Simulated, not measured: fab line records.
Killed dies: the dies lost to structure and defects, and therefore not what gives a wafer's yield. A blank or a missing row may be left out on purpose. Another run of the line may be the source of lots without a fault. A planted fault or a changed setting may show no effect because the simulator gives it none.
fab line records    flow sfqLine
record: lots: 13  wafers: 39  lastDay: 88
route steps=325 shown M0@29
lots untouched by any fault: they come from a run of this same line in which no faults occurred
startH: the number of hours between the record's first day and the start of the first shown wafer of the lot    waitH: hours elapsed since this lot's preceding step    " same as the row above    L1.1+2: one row covering several wafers at once    - either no value or no given start    * or withheld: withheld    < > ~ a bound
route shown NAME@n: names a module that has steps shown in the file, with the first one's number in the route    usual: mean/standard deviation taken from wafers without a fault    same: alike in all rows    chamber/n: place in a boat    sites: the reading at each site    _std_site: standard deviation across them    _edge_site: the outer-site mean with the inner-site mean subtracted    radiusMm: for every site, how far away it sits from the centre of the wafer    mask NAME#n: copy n    behind: tool/chamber where the wafer was last shaped    hold: what put the lot on hold/how long, in hours/how the hold closed    device: the n, p or np transistor that did not switch    end of line: tests of these same wafers at the route's end    step lacking rows: just its recipe    killed: count of dies lost to structure and defects at first sort (not the wafer's yield)    map: a wafer's dies, marking killed ones x, the rest . and places with no die _
set.NAME: the run value of the setting; set.NAME@STEP: its run value at that earlier step    model.NAME: the simulator's own value behind a step, which no gauge read
steps of the route over a sample of lots; a table a step, a row a wafer
services: a tool's chamber out of use, with start hour (startH, from the record's first day; less than 0 if before it), hours out, and reason
== steps ==
step: SFQ_TRILAYER_M0_DEP_SPUTTER_019
recipe: material: Nb  basePressurePa: 1.33e-06  chamberPressurePa: 0.1333  substrateTempC: 20  resputterCathodeVoltageV: 400  targetThkNm: 200  powerW: 2000  timeS: 133.3
usual: throttleValvePct: 29.1/0.97
lot.wafer  tool           chamber  startH  waitH  throttleValvePct
L652.1     pvdSputter-04  -        96.83   0.0    28.8
L652.2     "              -        "       "      27.5
L652.6     "              -        "       "      27.7
L653.1     pvdSputter-06  -        101.65  0.0    28.4
L653.4     "              -        "       "      29.4
L653.5     "              -        "       "      28.3
L654.1     pvdSputter-04  -        111.23  0.0    29.0
L654.4     "              -        "       "      27.6
L654.6     "              -        "       "      30.0
L655.1     pvdSputter-05  -        113.63  0.0    30.1
L655.5     "              -        "       "      28.6
L655.6     "              -        "       "      30.3
L656.3     pvdSputter-05  -        122.13  0.0    30.6
L656.4     "              -        "       "      28.2
L656.6     "              -        "       "      30.3
L657.1     pvdSputter-05  -        125.75  0.0    28.6
L657.3     "              -        "       "      28.1
L657.4     "              -        "       "      30.5
L658.1     pvdSputter-04  -        135.35  0.0    29.0
L658.2     "              -        "       "      27.6
L658.4     "              -        "       "      30.2
L659.4     pvdSputter-04  -        137.75  0.0    29.0
L659.5     "              -        "       "      29.2
L659.6     "              -        "       "      30.1
L663.2     pvdSputter-04  -        162.81  0.0    27.5
L663.4     "              -        "       "      28.9
L663.6     "              -        "       "      29.0
L665.1     pvdSputter-04  -        174.74  0.0    28.7
L665.2     "              -        "       "      27.8
L665.4     "              -        "       "      30.1
L670.2     pvdSputter-06  -        205.40  0.0    29.4
L670.4     "              -        "       "      28.1
L670.6     "              -        "       "      28.6
L673.1     pvdSputter-05  -        224.60  0.0    28.4
L673.3     "              -        "       "      30.1
L673.6     "              -        "       "      28.4
L674.1     pvdSputter-05  -        229.40  0.0    28.2
L674.3     "              -        "       "      30.0
L674.4     "              -        "       "      28.6
step: SFQ_M0_RS_MEAS_904
recipe: thkMeasGauge: four-point-probe  reads: Nb_of_TRILAYER_M0_DEP_SPUTTER_019
usual: M0_NB_RS: 0.888/0.01
lot.wafer  tool          chamber  startH  waitH  M0_NB_RS[ohm/sq]
L652.1     filmMetro-03  -        96.92   0.0    0.884
L652.2     "             -        "       "      0.894
L652.6     "             -        "       "      0.884
L653.1     filmMetro-04  -        101.74  0.0    0.890
L653.4     "             -        "       "      0.893
L653.5     "             -        "       "      0.890
L654.1     filmMetro-04  -        111.32  0.0    0.897
L654.4     "             -        "       "      0.900
L654.6     "             -        "       "      0.878
L655.1     filmMetro-04  -        113.72  0.0    0.871
L655.5     "             -        "       "      0.883
L655.6     "             -        "       "      0.869
L656.3     filmMetro-01  -        122.26  0.1    0.899
L656.4     "             -        "       "      0.890
L656.6     "             -        "       "      0.891
L657.1     filmMetro-01  -        125.84  0.0    0.889
L657.3     "             -        "       "      0.881
L657.4     "             -        "       "      0.879
L658.1     filmMetro-04  -        135.44  0.0    0.877
L658.2     "             -        "       "      0.884
L658.4     "             -        "       "      0.869
L659.4     filmMetro-01  -        137.90  0.1    0.883
L659.5     "             -        "       "      0.882
L659.6     "             -        "       "      0.864
L663.2     filmMetro-01  -        162.92  0.1    0.800
L663.4     "             -        "       "      0.894
L663.6     "             -        "       "      0.893
L665.1     filmMetro-01  -        174.83  0.0    0.904
L665.2     "             -        "       "      0.804
L665.4     "             -        "       "      0.877
L670.2     filmMetro-03  -        205.51  0.1    0.888
L670.4     "             -        "       "      0.891
L670.6     "             -        "       "      0.886
L673.1     filmMetro-01  -        224.69  0.0    0.877
L673.3     "             -        "       "      0.875
L673.6     "             -        "       "      0.874
L674.1     filmMetro-03  -        229.49  0.0    0.886
L674.3     "             -        "       "      0.895
L674.4     "             -        "       "      0.891
step: SFQ_TRILAYER_M0_ETCH_METAL_ETCH_024
recipe: target: Nb  stopOn: SiO2  maskMaterial: PR  chemistry: Cl2/Ar  targetDepthNm: 240  icpW: 600  biasW: 80  pressureMtorr: 10  timeS: 120
usual: drypumpMotorCurrentA: 5.55/0.22  oesProductAu: 0.895/0.0072
lot.wafer  tool         chamber  startH  waitH  drypumpMotorCurrentA  oesProductAu  rfHoursCounterH
L652.1     rieMetal-02  1        114.00  0.0    5.82                  0.896         39
L652.2     "            0        "       "      5.22                  0.896         64
L652.6     "            0        "       "      5.23                  0.893         -
L653.1     rieMetal-02  0        120.10  0.0    5.20                  0.888         65
L653.4     "            0        "       "      5.22                  0.888         -
L653.5     "            1        "       "      5.83                  0.900         -
L654.1     rieMetal-01  0        129.70  0.0    5.37                  0.888         93
L654.4     "            1        "       "      5.56                  0.888         -
L654.6     "            1        "       "      5.56                  0.898         -
L655.1     rieMetal-02  0        132.10  0.0    5.21                  0.897         67
L655.5     "            0        "       "      5.22                  0.898         -
L655.6     "            1        "       "      5.82                  0.899         -
L656.3     rieMetal-02  0        139.34  0.1    5.22                  0.894         -
L656.4     "            1        "       "      5.82                  0.907         -
L656.6     "            0        "       "      5.23                  0.892         -
L657.1     rieMetal-04  1        146.39  0.0    5.58                  0.898         71
L657.3     "            0        "       "      5.60                  0.908         -
L657.4     "            1        "       "      5.57                  0.897         -
L658.1     rieMetal-02  1        155.99  0.0    5.81                  0.897         46
L658.2     "            0        "       "      5.21                  0.897         71
L658.4     "            0        "       "      5.21                  0.906         -
L659.4     rieMetal-01  1        158.43  0.1    5.55                  0.907         -
L659.5     "            1        "       "      5.58                  0.899         -
L659.6     "            0        "       "      5.37                  0.909         -
L663.2     rieMetal-02  0        189.42  0.0    5.20                  0.952         77
L663.4     "            0        "       "      5.22                  0.890         -
L663.6     "            0        "       "      5.20                  0.894         -
L665.1     rieMetal-04  0        198.57  0.0    5.56                  0.895         173
L665.2     "            1        "       "      5.54                  0.953         80
L665.4     "            1        "       "      5.56                  0.902         -
L670.2     rieMetal-04  0        229.77  0.0    5.56                  0.889         180
L670.4     "            0        "       "      5.56                  0.895         -
L670.6     "            1        "       "      5.56                  0.904         -
L673.1     rieMetal-04  0        247.77  0.0    5.58                  0.900         183
L673.3     "            0        "       "      5.56                  0.897         -
L673.6     "            1        "       "      5.56                  0.900         -
L674.1     rieMetal-04  0        254.78  0.0    5.59                  0.896         184
L674.3     "            0        "       "      5.59                  0.887         -
L674.4     "            1        "       "      5.54                  0.898         -
== services ==
tool           chamber  startH  hours  kind
rieMetal-01    0        101.80  17.1   repair
rieMetal-02    -        125.59  2.1    repair
rieMetal-01    1        144.34  4.5    repair
pvdSputter-04  -        150.34  1.6    repair
pvdSputter-04  -        161.02  0.6    repair
rieMetal-01    -        173.05  0.4    repair
pvdSputter-05  1        183.99  -      consumableReplace:kit
pvdSputter-05  1        183.99  18.0   scheduledDown
pvdSputter-05  1        183.99  18.0   ventCycle
rieMetal-04    1        216.07  1.1    repair
rieMetal-02    0        225.87  27.9   repair
== key ==
firstSign: step: SFQ_M0_RS_MEAS_904  reading: M0_NB_RS  direction: down  sigmas: 8.2  usual: 0.888  struck: 0.802
effect: step: SFQ_TRILAYER_M0_ETCH_METAL_ETCH_024  reading: oesProductAu  direction: up  sigmas: 7.9  usual: 0.895  struck: 0.952
metAt SFQ_TRILAYER_M0_DEP_SPUTTER_019
struckLots L663,L665
struckWafers L663.2,L665.2
onsetBetween 135.35 162.81
fault: kind: processParameterDrift  tool: pvdSputter-04  chamber: -  onsetH: 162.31  steps: SFQ_TRILAYER_M0_DEP_SPUTTER_019  channel: targetThkNm  offset: 23.268  shape: step  endH: 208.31  actsIn: theseRecipesOnly  stated: 200  scope: struckWafersOnly
